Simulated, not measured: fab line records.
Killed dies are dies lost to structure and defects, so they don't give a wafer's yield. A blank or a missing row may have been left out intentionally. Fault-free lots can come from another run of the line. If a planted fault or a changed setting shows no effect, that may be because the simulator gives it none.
A struck lot beside a sound one | flow sky130 | 17 steps out of a route of 708
Sound: the wafers L329.4, L329.5, L329.6. Struck: wafer L342.4 (left out: L342.1, L342.2 of the same lot, which were not struck); the cause appears at the end.
Order at every step that has rows: each side's tool, ch and its chambers, its first start. Under that, the readings that differ: sound wafers | struck wafers | difference of the means | sigmas: that difference in standard deviations of wafers without a fault.
alike: a reading whose means differ by less than 2 such deviations, as well as words and numbers matching on both sides. not compared: withheld readings; readings where some wafer has no value; bounds like >300 that might hide an equal value; numbers whose values overlap and for which the record gives no deviation.
A row with sigmas, a row that says differs or no value, or rows on one side alone: a step with any of these is where the two part. Numbers that don't overlap but have no deviation are shown without sigmas and don't part them. A reading missing from all wafers of one side parts the sides only when that side holds two or more wafers.

first, 2 steps without rows for these wafers: SKY_LOCAL_INTERCONNECT_PEB_09; SKY_LOCAL_INTERCONNECT_DEVELOP_10 (develop time 60 s).
SKY_LOCAL_INTERCONNECT_CD_MEAS_11: target cd 170 nm.
  sound on cd-sem-02, day 31 09:13; struck on cd-sem-01, day 35 16:30
  alike: cd-nm
SKY_LOCAL_INTERCONNECT_OVL_MEAS_12:
  sound on overlay-01, day 31 09:17; struck on overlay-02, day 35 16:37
  alike: LOCAL_INTERCONNECT_OVL
SKY_LOCAL_INTERCONNECT_ETCH_13: etches BARC in N2/H2, stops on SiO2, time 45.9 s, target depth 60 nm.
  sound on rie-metal-02 ch 0,1, day 31 09:20; struck on rie-metal-02 ch 1, day 35 16:39
  alike: drypump-motor-current-A, oes-product-au, rf-fwd-power-W, throttle-valve-pct
  not compared: rf-hours-counter-h
SKY_LOCAL_INTERCONNECT_METAL_ETCH_14: etches TiN in Cl2/BCl3, stops on PSG, target depth 110 nm, time 31.4 s.
  sound on rie-metal-02 ch 0,1, day 31 09:23; struck on rie-metal-02 ch 1, day 35 16:43
  alike: drypump-motor-current-A, oes-product-au, rf-fwd-power-W, throttle-valve-pct
  not compared: rf-hours-counter-h
SKY_LOCAL_INTERCONNECT_STRIP_15: strips in O2/N2.
  sound on plasma-asher-04 ch 0,1, day 31 09:27; struck on plasma-asher-04 ch 0, day 35 16:46
  alike: drypump-motor-current-A, oes-product-au, strip-time-to-endpoint-s
  not compared: rf-hours-counter-h
then, 3 steps without rows for these wafers: SKY_LOCAL_INTERCONNECT_STRIP_16 (strips in post etch residue remover, time 1200 s); SKY_LOCAL_INTERCONNECT_CLEAN_17 (cleans in IPA, time 180 s); SKY_LOCAL_INTERCONNECT_CLEAN_18 (cleans in O3/DIW).
SKY_CONTACT_CVD_00: deposits Si3N4, target thk 75 nm.
  sound on pecvd-04 ch 0,1,2, day 31 10:02; struck on pecvd-03 ch 0, day 35 17:22
  alike: heater-power-w, rf-fwd-power-W, susceptor-temp-C
SKY_CONTACT_THK_MEAS_01:
  sound on film-metro-01, day 31 10:04; struck on film-metro-03, day 35 17:23
  alike: CONTACT_CVD_00_THK
SKY_CONTACT_HDPCVD_02: deposits SiO2, target thk 565 nm, time 94.2 s.
  sound on hdpcvd-02 ch 0,1,2, day 31 10:08; struck on hdpcvd-02 ch 2, day 35 17:27
  reading                                     | sound             | struck | difference | sigmas
  run-length-s (s)                            | 121.9 122.1 122.6 | 116.1  | -6.1       | -10
  model.SiO2_of_CONTACT_HDPCVD_02.thk-nm (nm) | 556.3 564.4 562.1 | 528.1  | -32.8      |
  not compared: susceptor-temp-C
SKY_CONTACT_THK_MEAS_03:
  sound on film-metro-03, day 31 10:12; struck on film-metro-03, day 35 17:45
  reading                 | sound       | struck | difference | sigmas
  CONTACT_HDPCVD_THK (nm) | 556 564 562 | 528    | -33        | -7
  not compared: hold
SKY_CONTACT_CMP_04: polishes SiO2.
  sound on cmp-01 ch 1,2, day 31 10:17; struck on cmp-02 ch 2, day 35 21:07
  reading                | sound    | struck                   | difference                   | sigmas
  hold                   | - - -    | await-dispo/3.3h/release | no value on the sound wafers |
  time-to-endpoint-s (s) | 77 80 88 | 61                       | -21                          | -4
  alike: motor-current-A
SKY_CONTACT_BOW_MEAS_05:
  sound on film-metro-01, day 31 10:35; struck on film-metro-02, day 35 21:25
  alike: CONTACT_BOW
then, 1 step without rows for these wafers: SKY_PAD_OPEN_PROBE_99.

## WHERE THEY PART
Last at SKY_CONTACT_CMP_04 as far as this record goes, first at SKY_CONTACT_HDPCVD_02. Later steps at which nothing parts them and some readings are alike: SKY_CONTACT_BOW_MEAS_05.

WHY: whatever the simulator had introduced
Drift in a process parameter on hdpcvd-02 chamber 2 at SKY_CONTACT_HDPCVD_02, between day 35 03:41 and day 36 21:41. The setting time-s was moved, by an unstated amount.
